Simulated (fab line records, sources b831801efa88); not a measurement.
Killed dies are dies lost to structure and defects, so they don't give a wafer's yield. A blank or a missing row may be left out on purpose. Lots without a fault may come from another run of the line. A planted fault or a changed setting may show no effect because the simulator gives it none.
fab line records | flow sky130
record lots=5 wafers=23
route steps=708 shown LDD_P@259 LDD_HVN@270 LDD_HVP@286 POLY_CUT@310 SD_P@326 SD_N@351 LI_CONTACT@369
start_h: hours from the record's first day to the start of the lot's first wafer shown | wait_h: hours since the lot's step before | " the same as in the row above | L1.1+2: a row that stands for several wafers | - no value, or no start given | * or withheld: withheld | < > ~ a bound
route shown NAME@n: a module of which the file shows steps, and the number in the route of the first | usual: mean/standard deviation of fault-free wafers | same: alike in all rows | chamber/n: place in a boat | sites: the reading at each site | _std_site: their standard deviation | _edge_site: outer sites' mean less inner sites' | radius_mm: how far each site lies from the wafer's centre | mask NAME#n: copy n | behind: the tool/chamber that last shaped the wafer | hold: why the lot was held/for how many hours/how that ended | device: the transistor (n, p or np) that didn't switch | end of line: the same wafers' tests at the end of the route | a step without rows: its recipe alone | killed: dies lost to structure and defects at the first sort, not the wafer's yield | map: a wafer's dies, x killed, . not, _ none there
set.NAME: the setting as run; set.NAME@STEP: as run at that earlier step | model.NAME: the simulator's own value behind a step, which no gauge read
lots whose settings were changed on purpose; a table a step, a row a wafer
## steps
# step SKY_LDD_P_EXPOSE_04
# recipe mask_id=PSDM na=0.6 source_shape=conventional sigma_outer=0.6 polarization=unpolarized target_cd_nm=380 dose_mj=138
# columns lot.wafer tool chamber start_h wait_h mask set.dose_mj
L078.2+3+6 iline_stepper-01 0 - - PSDM#0 138
L079.1+2+4+5+6 iline_stepper-01 0 - - PSDM#0 138
L080.1+5 iline_stepper-01 0 - - PSDM#0 146.3
L080.2+4+6 " 0 " " PSDM#0 138
L081.1+2+3 iline_stepper-02 0 - - PSDM#0 138
L081.4+5 " 0 " " PSDM#0 127.7
L085.1+2+5 iline_stepper-01 0 - - PSDM#0 138
L085.3+4 " 0 " " PSDM#0 141.4
# step SKY_LDD_P_PEB_05
# recipe temp_c=withheld time_s=* resist=NOVOLAK
# step SKY_LDD_P_DEVELOP_06
# recipe resist=NOVOLAK developer=TMAH develop_time_s=60 dev_temp_c=23
# step SKY_LDD_P_CD_MEAS_07
# recipe target_cd_nm=380
# usual cd_nm=380.1/2
# columns lot.wafer tool chamber start_h wait_h set.dose_mj@LDD_P_EXPOSE_04 cd_nm
L078.2 cd_sem-01 - 470.88 0.1 138 381.1
L078.3 " - " " 138 379.9
L078.6 " - " " 138 377.6
L079.1 cd_sem-02 - 479.16 0.1 138 375.8
L079.2 " - " " 138 378.5
L079.4 " - " " 138 379.1
L079.5 " - " " 138 377.2
L079.6 " - " " 138 375.9
L080.1 cd_sem-01 - 490.06 0.1 146.3 399.6
L080.2 " - " " 138 380.0
L080.4 " - " " 138 382.0
L080.5 " - " " 146.3 400.5
L080.6 " - " " 138 382.8
L081.1 cd_sem-01 - 496.99 0.1 138 378.3
L081.2 " - " " 138 380.1
L081.3 " - " " 138 379.6
L081.4 " - " " 127.7 360.2
L081.5 " - " " 127.7 357.5
L085.1 cd_sem-01 - 534.79 0.1 138 381.2
L085.2 " - " " 138 384.5
L085.3 " - " " 141.4 387.7
L085.4 " - " " 141.4 386.5
L085.5 " - " " 138 381.5
# step SKY_LDD_P_IMPLANT_09
# recipe species=BF2 energy_kev=25 dose_cm2=1e+13 tilt_deg=withheld
# columns lot.wafer tool chamber start_h wait_h set.energy_kev model.implant.rp_nm model.implant.drp_nm
L078.2+3+6 implanter-02 0 471.04 0.0 25 20.28 11.41
L079.1+5 implanter-03 0 479.31 0.0 24.19 20.44 11.15
L079.2+4+6 " 0 " " 25 20.99 11.41
L080.1+6 implanter-03 0 490.21 0.0 23.81 20.58 11.02
L080.2+4+5 " 0 " " 25 21.4 11.41
L081.1+3+4 implanter-01 0 497.14 0.0 25 20.58 11.41
L081.2+5 " 0 " " 25.95 21.2 11.71
L085.1+2+3+4+5 implanter-02 0 534.94 0.0 25 20.5 11.41
# step SKY_LDD_P_STRIP_10
# recipe chemistry=O2/N2 power_w=1400 pressure_mtorr=1500 platen_temp_c=withheld o2_flow_sccm=3000 n2_flow_sccm=300 overash_fraction=0.5
# step SKY_LDD_P_TW_MEAS_11
# usual LDD_P_TW=632/3.3
# columns lot.wafer tool chamber start_h wait_h set.energy_kev@LDD_P_IMPLANT_09 LDD_P_TW
L078.2 film_metro-03 - 471.27 0.1 25 629
L078.3 " - " " 25 625
L078.6 " - " " 25 628
L079.1 film_metro-04 - 479.56 0.1 24.19 623
L079.2 " - " " 25 627
L079.4 " - " " 25 630
L079.5 " - " " 24.19 622
L079.6 " - " " 25 630
L080.1 film_metro-04 - 490.46 0.1 23.81 619
L080.2 " - " " 25 628
L080.4 " - " " 25 629
L080.5 " - " " 25 631
L080.6 " - " " 23.81 624
L081.1 film_metro-03 - 497.39 0.1 25 634
L081.2 " - " " 25.95 638
L081.3 " - " " 25 632
L081.4 " - " " 25 635
L081.5 " - " " 25.95 644
L085.1 film_metro-01 - 535.19 0.1 25 635
L085.2 " - " " 25 635
L085.3 " - " " 25 639
L085.4 " - " " 25 635
L085.5 " - " " 25 634
# step SKY_LDD_HVN_SOFTBAKE_03
# recipe temp_c=90 time_s=60 resist=NOVOLAK
# columns lot.wafer tool chamber start_h wait_h set.temp_c
L078.2+3+6 litho_track-03 0 487.20 0.1 90
L079.1+6 litho_track-03 0 494.23 0.1 90
L079.2+4+5 " 0 " " 87.28
L080.1+4 litho_track-02 0 505.46 0.1 90
L080.2+5+6 " 0 " " 88.8
L081.1+5 litho_track-03 0 512.18 0.1 90
L081.2+3+4 " 0 " " 88.38
L085.1+3+5 litho_track-02 0 550.46 0.1 93.37
L085.2+4 " 0 " " 90
# step SKY_LDD_HVN_EXPOSE_04
# recipe mask_id=HVNTM na=0.6 source_shape=conventional sigma_outer=0.6 polarization=unpolarized target_cd_nm=700 dose_mj=127
# step SKY_LDD_HVN_PEB_05
# recipe temp_c=withheld time_s=* resist=NOVOLAK
# step SKY_LDD_HVN_DEVELOP_06
# recipe resist=NOVOLAK developer=TMAH develop_time_s=57.97 dev_temp_c=23
# columns lot.wafer tool chamber start_h wait_h set.temp_c@LDD_HVN_SOFTBAKE_03 model.NOVOLAK_of_LDD_HVN_COAT_02.thk_nm
L078.2 litho_track-01 0 502.26 0.1 90 300.8
L078.3 " 0 " " 90 299.8
L078.6 " 0 " " 90 301.1
L079.1 litho_track-01 0 509.39 0.1 90 299.9
L079.2 " 0 " " 87.28 302.1
L079.4 " 0 " " 87.28 301
L079.5 " 0 " " 87.28 301.8
L079.6 " 0 " " 90 300
L080.1 litho_track-01 0 520.59 0.1 90 299.9
L080.2 " 0 " " 88.8 300.2
L080.4 " 0 " " 90 300.3
L080.5 " 0 " " 88.8 300.9
L080.6 " 0 " " 88.8 300.7
L081.1+5 litho_track-01 0 526.99 0.1 90 299.5
L081.2 " 0 " " 88.38 299.6
L081.3 " 0 " " 88.38 300.6
L081.4 " 0 " " 88.38 300
L085.1 litho_track-01 0 565.54 0.1 93.37 296.9
L085.2 " 0 " " 90 298.9
L085.3 " 0 " " 93.37 296.4
L085.4 " 0 " " 90 299.1
L085.5 " 0 " " 93.37 295.6
# step SKY_LDD_HVP_IMPLANT_08
# recipe species=B energy_kev=20 dose_cm2=1.7e+13 tilt_deg=17.9
# columns lot.wafer tool chamber start_h wait_h set.energy_kev model.implant.rp_nm model.implant.drp_nm
L078.2+3+6 implanter-01 0 532.69 0.0 20 65.65 28.53
L079.1+2+4+5+6 implanter-03 0 539.96 0.0 20 62.42 28.53
L080.1+5+6 implanter-01 0 550.96 0.0 20 62.9 28.53
L080.2+4 " 0 " " 21 66.01 29.67
L081.1+2+5 implanter-04 0 557.78 0.0 20 60.37 28.53
L081.3+4 " 0 " " 19.36 58.46 27.89
L085.1+2+3 implanter-03 0 595.52 0.0 20 62.85 28.53
L085.4+5 " 0 " " 19.31 60.7 27.84
# step SKY_LDD_HVP_STRIP_09
# recipe chemistry=O2/N2 power_w=1400 pressure_mtorr=1500 platen_temp_c=withheld o2_flow_sccm=3000 n2_flow_sccm=300 overash_fraction=0.5
# step SKY_LDD_HVP_TW_MEAS_10
# usual LDD_HVP_TW=455.6/2.3
# columns lot.wafer tool chamber start_h wait_h set.energy_kev@LDD_HVP_IMPLANT_08 LDD_HVP_TW
L078.2 film_metro-04 - 532.92 0.1 20 454.8
L078.3 " - " " 20 453.6
L078.6 " - " " 20 454.2
L079.1 film_metro-04 - 540.21 0.1 20 453.7
L079.2 " - " " 20 452.2
L079.4 " - " " 20 453.1
L079.5 " - " " 20 452.7
L079.6 " - " " 20 450.9
L080.1 film_metro-02 - 551.21 0.1 20 455.7
L080.2 " - " " 21 462.6
L080.4 " - " " 21 464.6
L080.5 " - " " 20 458.5
L080.6 " - " " 20 457.9
L081.1 film_metro-01 - 558.03 0.1 20 454.3
L081.2 " - " " 20 457.4
L081.3 " - " " 19.36 453.4
L081.4 " - " " 19.36 451.6
L081.5 " - " " 20 455.1
L085.1 film_metro-02 - 595.77 0.1 20 451.4
L085.2 " - " " 20 454.3
L085.3 " - " " 20 451.9
L085.4 " - " " 19.31 448.9
L085.5 " - " " 19.31 450.2
# step SKY_POLY_CUT_COAT_03
# recipe resist=KrF-thick spin_rpm=3000 resist_thk_nm=450
# columns lot.wafer tool chamber start_h wait_h set.resist_thk_nm model.KrF-thick_of_POLY_CUT_COAT_03.thk_nm
L078.2+3 litho_track-04 0 - - 450 451.2
L078.6 " 0 " " 450 450.9
L079.1 litho_track-01 0 - - 450 450.3
L079.2 " 0 " " 450 450.5
L079.4 " 0 " " 450 450.4
L079.5 " 0 " " 450 449
L079.6 " 0 " " 450 450
L080.1 litho_track-02 0 - - 438.4 439
L080.2 " 0 " " 450 452
L080.4 " 0 " " 438.4 439.1
L080.5 " 0 " " 438.4 438.8
L080.6 " 0 " " 450 450.2
L081.1 litho_track-04 0 - - 450 450.2
L081.2 " 0 " " 429.2 429.6
L081.3 " 0 " " 450 451.8
L081.4 " 0 " " 429.2 431.2
L081.5 " 0 " " 450 449.7
L085.1 litho_track-04 0 - - 450 451.3
L085.2+3 " 0 " " 450 451.8
L085.4 " 0 " " 450 451.7
L085.5 " 0 " " 450 451.4
# step SKY_POLY_CUT_ETCH_10
# recipe chemistry=N2/H2 target=BARC ion_energy_ev=200 source_w=500 bias_w=100 pressure_mtorr=30 n2_flow_sccm=100 h2_flow_sccm=200 stop_on=SiO2 time_s=45.9 target_depth_a=600
# columns lot.wafer tool chamber start_h wait_h set.ion_energy_ev set.resist_thk_nm@POLY_CUT_COAT_03 model.KrF-thick_of_POLY_CUT_COAT_03.thk_nm
L078.2 rie_diel-02 0 595.04 0.0 200 450 409.2
L078.3+6 " 1,3 " " 200 450 409.1
L079.1+2+4 rie_diel-01 1,3,2 603.35 0.0 200 450 408.3
L079.5 " 1 " " 200 450 406.9
L079.6 " 2 " " 200 450 407.7
L080.1 rie_diel-01 3 613.50 0.0 200 438.4 396.9
L080.2 " 0 " " 200 450 409.6
L080.4 " 2 " " 216.5 438.4 396.3
L080.5 " 0 " " 200 438.4 396.5
L080.6 " 1 " " 216.5 450 407.4
L081.1 rie_diel-02 2 617.76 0.0 200 450 408.3
L081.2 " 3 " " 187 429.2 388.5
L081.3 " 1 " " 187 450 410.5
L081.4 " 0 " " 200 429.2 389.1
L081.5 " 3 " " 200 450 407.9
L085.1 rie_diel-02 2 654.66 0.0 200 450 409.7
L085.2 " 3 " " 200 450 410.4
L085.3 " 1 " " 220.7 450 408.8
L085.4 " 0 " " 200 450 409.9
L085.5 " 0 " " 220.7 450 409
# step SKY_POLY_CUT_ETCH_11
# recipe target=Si3N4 chemistry=CF4/CH2F2/Ar stop_on=poly-Si source_w=600 bias_w=150 pressure_mtorr=40 cf4_flow_sccm=40 ch2f2_flow_sccm=20 Ar_flow_sccm=150 time_s=42.5 target_depth_a=600
# step SKY_POLY_CUT_STRIP_12
# recipe chemistry=O2/N2 power_w=1400 pressure_mtorr=1500 platen_temp_c=withheld o2_flow_sccm=3000 n2_flow_sccm=300 overash_fraction=0.5
# usual strip_time_to_endpoint_s=5.364/0.017
# columns lot.wafer tool chamber start_h wait_h set.resist_thk_nm@POLY_CUT_COAT_03 strip_time_to_endpoint_s
L078.2 plasma_asher-02 0 595.12 0.0 450 5.371
L078.3 " 0 " " 450 5.358
L078.6 " 1 " " 450 5.353
L079.1 plasma_asher-02 0 603.43 0.0 450 5.357
L079.2 " 1 " " 450 5.369
L079.4 " 0 " " 450 5.352
L079.5 " 1 " " 450 5.350
L079.6 " 0 " " 450 5.349
L080.1 plasma_asher-01 0 613.58 0.0 438.4 5.253
L080.2 " 1 " " 450 5.382
L080.4 " 1 " " 438.4 5.230
L080.5 " 0 " " 438.4 5.251
L080.6 " 1 " " 450 5.349
L081.1 plasma_asher-02 0 617.84 0.0 450 5.350
L081.2 " 1 " " 429.2 5.156
L081.3 " 1 " " 450 5.386
L081.4 " 0 " " 429.2 5.169
L081.5 " 1 " " 450 5.373
L085.1 plasma_asher-02 0 654.75 0.0 450 5.362
L085.2 " 1 " " 450 5.387
L085.3 " 0 " " 450 5.356
L085.4 " 1 " " 450 5.386
L085.5 " 0 " " 450 5.353
# step SKY_SD_P_DEVELOP_06
# recipe resist=NOVOLAK developer=TMAH develop_time_s=60 dev_temp_c=23
# columns lot.wafer tool chamber start_h wait_h set.dev_temp_c
L078.2+3+6 litho_track-02 0 623.93 0.1 23
L079.1+2+5 litho_track-01 0 631.98 0.1 26.46
L079.4+6 " 0 " " 23
L080.1+5 litho_track-02 0 641.41 0.1 25.43
L080.2+4+6 " 0 " " 23
L081.1+4 litho_track-03 0 646.08 0.1 23
L081.2+3+5 " 0 " " 24.18
L085.1+5 litho_track-01 0 683.39 0.1 23
L085.2+3+4 " 0 " " 21.09
# step SKY_SD_P_CD_MEAS_07
# recipe target_cd_nm=380
# usual cd_nm=379.7/2.2
# columns lot.wafer tool chamber start_h wait_h set.dev_temp_c@SD_P_DEVELOP_06 cd_nm
L078.2 cd_sem-02 - 624.08 0.1 23 378.2
L078.3 " - " " 23 379.4
L078.6 " - " " 23 377.7
L079.1 cd_sem-02 - 632.13 0.1 26.46 369.8
L079.2 " - " " 26.46 370.9
L079.4 " - " " 23 383.1
L079.5 " - " " 26.46 369.4
L079.6 " - " " 23 381.2
L080.1 cd_sem-01 - 641.56 0.1 25.43 369.2
L080.2 " - " " 23 380.5
L080.4 " - " " 23 380.5
L080.5 " - " " 25.43 370.1
L080.6 " - " " 23 380.5
L081.1 cd_sem-02 - 646.23 0.1 23 378.8
L081.2 " - " " 24.18 372.6
L081.3 " - " " 24.18 373.4
L081.4 " - " " 23 377.7
L081.5 " - " " 24.18 370.8
L085.1 cd_sem-01 - 683.54 0.1 23 378.0
L085.2 " - " " 21.09 385.0
L085.3 " - " " 21.09 384.1
L085.4 " - " " 21.09 386.3
L085.5 " - " " 23 382.3
# step SKY_SD_N_IMPLANT_09
# recipe species=As energy_kev=50 dose_cm2=4e+15 tilt_deg=0
# columns lot.wafer tool chamber start_h wait_h set.energy_kev model.implant.rp_nm model.implant.drp_nm
L078.2+3+6 implanter-03 0 681.79 0.0 50 32.3 14.11
L079.1+2+4+5+6 implanter-01 0 688.95 0.0 50 32.4 14.11
L080.1+2+6 implanter-03 0 698.50 0.0 51.7 32.63 14.47
L080.4+5 " 0 " " 50 31.75 14.11
L081.1+2+3+4+5 implanter-01 0 702.50 0.0 50 32 14.11
L085.1+3 implanter-03 0 739.71 0.0 50 32.57 14.11
L085.2+4+5 " 0 " " 48.24 31.64 13.73
# step SKY_SD_N_IMPLANT_10
# recipe species=P energy_kev=20 dose_cm2=1e+14 tilt_deg=0
# step SKY_SD_N_STRIP_11
# recipe chemistry=O2/N2 power_w=1400 pressure_mtorr=1500 platen_temp_c=withheld o2_flow_sccm=3000 n2_flow_sccm=300 overash_fraction=0.5
# usual strip_time_to_endpoint_s=22.549/0.028
# columns lot.wafer tool chamber start_h wait_h set.energy_kev@SD_N_IMPLANT_09 strip_time_to_endpoint_s
L078.2 plasma_asher-02 0 682.06 0.1 50 22.517
L078.3 " 1 " " 50 22.537
L078.6 " 1 " " 50 22.557
L079.1 plasma_asher-04 1 689.25 0.1 50 22.567
L079.2 " 0 " " 50 22.480
L079.4 " 0 " " 50 22.536
L079.5 " 0 " " 50 22.519
L079.6 " 1 " " 50 22.519
L080.1 plasma_asher-03 1 698.80 0.1 51.7 22.814
L080.2 " 0 " " 51.7 22.817
L080.4 " 1 " " 50 22.560
L080.5 " 0 " " 50 22.525
L080.6 " 1 " " 51.7 22.793
L081.1 plasma_asher-03 0 702.80 0.1 50 22.605
L081.2 " 1 " " 50 22.580
L081.3 " 1 " " 50 22.545
L081.4 " 0 " " 50 22.583
L081.5 " 1 " " 50 22.596
L085.1 plasma_asher-04 1 740.01 0.1 50 22.551
L085.2 " 0 " " 48.24 22.307
L085.3 " 1 " " 50 22.551
L085.4 " 0 " " 48.24 22.268
L085.5 " 0 " " 48.24 22.280
# step SKY_SD_N_CLEAN_13
# recipe chemistry=SC1/SC2 mix=1:4:20 temp_c=70 time_s=150 dry=n2_spin
# step SKY_SD_N_RTA_14
# recipe temp_c=1075 time_s=2 idle_temp_c=650 ramp_up_c_per_s=150 ramp_down_c_per_s=90 ambient=N2
# step SKY_SD_N_RS_MEAS_16
# recipe thk_meas_gauge=four-point-probe
# usual SD_N_RS=68.55/0.11
# columns lot.wafer tool chamber start_h wait_h set.energy_kev@SD_N_IMPLANT_09 SD_N_RS[ohm/sq]
L078.2 film_metro-02 - 682.47 0.1 50 68.66
L078.3 " - " " 50 68.68
L078.6 " - " " 50 68.75
L079.1 film_metro-02 - 689.63 0.1 50 68.66
L079.2 " - " " 50 68.52
L079.4 " - " " 50 68.58
L079.5 " - " " 50 68.45
L079.6 " - " " 50 68.52
L080.1 film_metro-03 - 699.18 0.1 51.7 67.34
L080.2 " - " " 51.7 67.31
L080.4 " - " " 50 68.48
L080.5 " - " " 50 68.65
L080.6 " - " " 51.7 67.30
L081.1 film_metro-03 - 703.18 0.1 50 68.52
L081.2 " - " " 50 68.48
L081.3 " - " " 50 68.50
L081.4 " - " " 50 68.46
L081.5 " - " " 50 68.34
L085.1 film_metro-03 - 740.46 0.1 50 68.49
L085.2 " - " " 48.24 69.74
L085.3 " - " " 50 68.49
L085.4 " - " " 48.24 69.62
L085.5 " - " " 48.24 69.75
# step SKY_LI_CONTACT_COAT_07
# recipe resist=KrF-thick spin_rpm=3000 resist_thk_nm=450
# columns lot.wafer tool chamber start_h wait_h set.resist_thk_nm model.KrF-thick_of_LI_CONTACT_COAT_07.thk_nm
L078.2 litho_track-04 0 - - 450 450.4
L078.3 " 0 " " 450 449.3
L078.6 " 0 " " 450 450.2
L079.1 litho_track-01 0 - - 450 450.3
L079.2 " 0 " " 450 450.2
L079.4 " 0 " " 450 450.5
L079.5 " 0 " " 430.8 431.2
L079.6 " 0 " " 430.8 429.6
L080.1 litho_track-02 0 - - 450 450.7
L080.2 " 0 " " 450 450.4
L080.4 " 0 " " 437.3 438
L080.5 " 0 " " 437.3 437
L080.6 " 0 " " 437.3 438.4
L081.1 litho_track-04 0 - - 450 450.2
L081.2 " 0 " " 441.6 441.3
L081.3 " 0 " " 441.6 442.4
L081.4 " 0 " " 441.6 441.2
L081.5 " 0 " " 450 449
L085.1 litho_track-04 0 - - 450 449.7
L085.2 " 0 " " 439.9 439.5
L085.3 " 0 " " 450 450
L085.4 " 0 " " 439.9 439
L085.5 " 0 " " 450 448.6
## key
split step=SKY_LDD_P_EXPOSE_04 setting=dose_mj stated=138 by=wafer
response step=SKY_LDD_P_CD_MEAS_07 reading=cd_nm change=+2.81 per=1% r=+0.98
split step=SKY_LDD_P_IMPLANT_09 setting=energy_kev stated=25 by=wafer
response step=SKY_LDD_P_IMPLANT_09 reading=model.implant.rp_nm change=+0.17 per=1% r=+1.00
response step=SKY_LDD_P_IMPLANT_09 reading=model.implant.drp_nm change=+0.0807 per=1% r=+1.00
response step=SKY_LDD_P_TW_MEAS_11 reading=LDD_P_TW change=+1.79 per=1% r=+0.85
split step=SKY_LDD_HVN_SOFTBAKE_03 setting=temp_c stated=90 by=wafer
response step=SKY_LDD_HVN_DEVELOP_06 reading=model.NOVOLAK_of_LDD_HVN_COAT_02.thk_nm change=-0.599 per=1% r=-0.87
split step=SKY_LDD_HVP_IMPLANT_08 setting=energy_kev stated=20 by=wafer
response step=SKY_LDD_HVP_IMPLANT_08 reading=model.implant.rp_nm change=+0.616 per=1% r=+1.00
response step=SKY_LDD_HVP_IMPLANT_08 reading=model.implant.drp_nm change=+0.216 per=1% r=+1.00
response step=SKY_LDD_HVP_TW_MEAS_10 reading=LDD_HVP_TW change=+1.09 per=1% r=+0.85
split step=SKY_POLY_CUT_COAT_03 setting=resist_thk_nm stated=450 by=wafer
response step=SKY_POLY_CUT_COAT_03 reading=model.KrF-thick_of_POLY_CUT_COAT_03.thk_nm change=+4.45 per=1% r=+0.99
response step=SKY_POLY_CUT_ETCH_10 reading=model.KrF-thick_of_POLY_CUT_COAT_03.thk_nm change=+4.42 per=1% r=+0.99
response step=SKY_POLY_CUT_STRIP_12 reading=strip_time_to_endpoint_s change=* per=1% r=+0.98
split step=SKY_POLY_CUT_ETCH_10 setting=ion_energy_ev stated=200 by=wafer
response none clear
split step=SKY_SD_P_DEVELOP_06 setting=dev_temp_c stated=23 by=wafer
response step=SKY_SD_P_CD_MEAS_07 reading=cd_nm change=-0.853 per=1% r=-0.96
split step=SKY_SD_N_IMPLANT_09 setting=energy_kev stated=50 by=wafer
response step=SKY_SD_N_IMPLANT_09 reading=model.implant.rp_nm change=+0.262 per=1% r=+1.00
response step=SKY_SD_N_IMPLANT_09 reading=model.implant.drp_nm change=+0.106 per=1% r=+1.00
response step=SKY_SD_N_STRIP_11 reading=strip_time_to_endpoint_s change=* per=1% r=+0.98
response step=SKY_SD_N_RS_MEAS_16 reading=SD_N_RS change=-0.356 per=1% r=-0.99
split step=SKY_LI_CONTACT_COAT_07 setting=resist_thk_nm stated=450 by=wafer
response step=SKY_LI_CONTACT_COAT_07 reading=model.KrF-thick_of_LI_CONTACT_COAT_07.thk_nm change=+4.58 per=1% r=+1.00
